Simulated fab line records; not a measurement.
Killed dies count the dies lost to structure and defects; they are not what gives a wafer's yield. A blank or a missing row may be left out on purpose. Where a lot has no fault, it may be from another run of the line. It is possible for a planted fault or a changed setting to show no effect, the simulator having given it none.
One fault through the eyes of 2 desks + flow gf180mcu + each desk has only its own numbers; what lay behind them comes last

== FROM THE METROLOGY DESK ==
What the gauges read, lot by lot, whatever tool the lot ran on: means of the sampled wafers that have a number. Any lot whose mean is over 4 standard deviations away from the usual mean is out of limits and marked OUT; that distance is given in the brackets.
Columns: A = LVPWELL_TW at GF_LVPWELL_TW_MEAS_11, usual 553; B = VT_IMPLANT_01_OVL at GF_VT_IMPLANT_OVL_MEAS_18, usual 0.7 nm; C = cd nm at GF_POLY_GATE_CD_MEAS_10, usual 279.7 nm
| lot  | first seen here | A                    | B    | C     |
|------|-----------------|----------------------|------|-------|
| L252 | day 3 21:00     | 546                  | 0.8  | 279.8 |
| L253 | day 4 03:19     | 560                  | -0.5 | 280.4 |
| L254 | day 4 07:43     | 560                  | -2.4 | 279.3 |
| L255 | day 4 13:25     | 29 (-99 or more) OUT | 2.3  | 280.2 |
| L264 | day 6 16:49     | 550                  | 1.2  | 279.2 |
| L265 | day 6 23:55     | 555                  | -0.2 | 280.7 |
| L268 | day 7 15:32     | 552                  | -2.1 | 280.6 |
| L269 | day 7 19:56     | 561                  | -0.2 | 279.2 |
| L270 | day 8 02:09     | 556                  | 2.3  | 279.9 |
| L271 | day 8 09:22     | 559                  | -0.2 | 279.0 |
| L273 | day 8 18:38     | 550                  | 0.9  | 278.3 |
| L274 | day 9 02:23     | 552                  | 1.3  | 279.2 |
| L275 | day 9 06:51     | 553                  | 0.5  | 278.6 |
This desk reports L255 out of limits; the earliest was L255 at day 4 13:25 (LVPWELL_TW at GF_LVPWELL_TW_MEAS_11). In limits: L252, L253, L254, L264, L265, L268, L269, L270, L271, L273, L274, L275.

== DESK OF THE TOOL OWNER: plasma asher-04 ==
The tool's own readings at GF_NWELL_STRIP_10 (strips in O2/N2): means of the sampled wafers that have a number, for each lot that ran on this tool. Any lot whose mean is over 4 standard deviations away from the usual mean is out of limits and marked OUT; that distance is given in the brackets.
Columns: A = drypump motor current A at GF_NWELL_STRIP_10, usual 5.6 A; B = heater power w at GF_NWELL_STRIP_10, usual 333 W; C = oes product au at GF_NWELL_STRIP_10, usual 0.722 a.u.; D = strip time to endpoint s at GF_NWELL_STRIP_10, usual 36.96 s
| lot  | first seen here | A   | B   | C               | D     |
|------|-----------------|-----|-----|-----------------|-------|
| L253 | day 3 13:22     | 5.3 | 291 | 0.723           | 37.10 |
| L254 | day 3 17:44     | 5.3 | 289 | 0.721           | 36.96 |
| L255 | day 3 23:17     | 5.4 | 291 | 0.957 (+55) OUT | -     |
| L271 | day 7 16:44     | 5.3 | 282 | 0.725           | 36.85 |
| L274 | day 8 09:41     | 5.4 | 288 | 0.723           | 36.96 |
| L275 | day 8 13:52     | 5.3 | 289 | 0.725           | 36.80 |
This desk's finding: out of limits on L255; first on L255, day 3 23:17 (oes product au at GF_NWELL_STRIP_10). In limits: L253, L254, L271, L274, L275.

== ALL TOGETHER ==
The tool owner's desk could have raised an alarm at day 3 23:17, on L255.
An alarm was possible from the metrology desk at day 4 13:25, on L255.
The lots listed all ran GF_NWELL_STRIP_10 on plasma asher-04.

== WHAT WAS PUT IN BY THE SIMULATOR ==
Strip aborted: plasma asher-04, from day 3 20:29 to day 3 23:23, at GF_NWELL_STRIP_10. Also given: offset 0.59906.
Struck lots among those shown: L255.
Delay (hours) between the fault's onset and each desk's first out-of-limits reading: 3 at the tool owner's desk, 17 at the metrology desk.
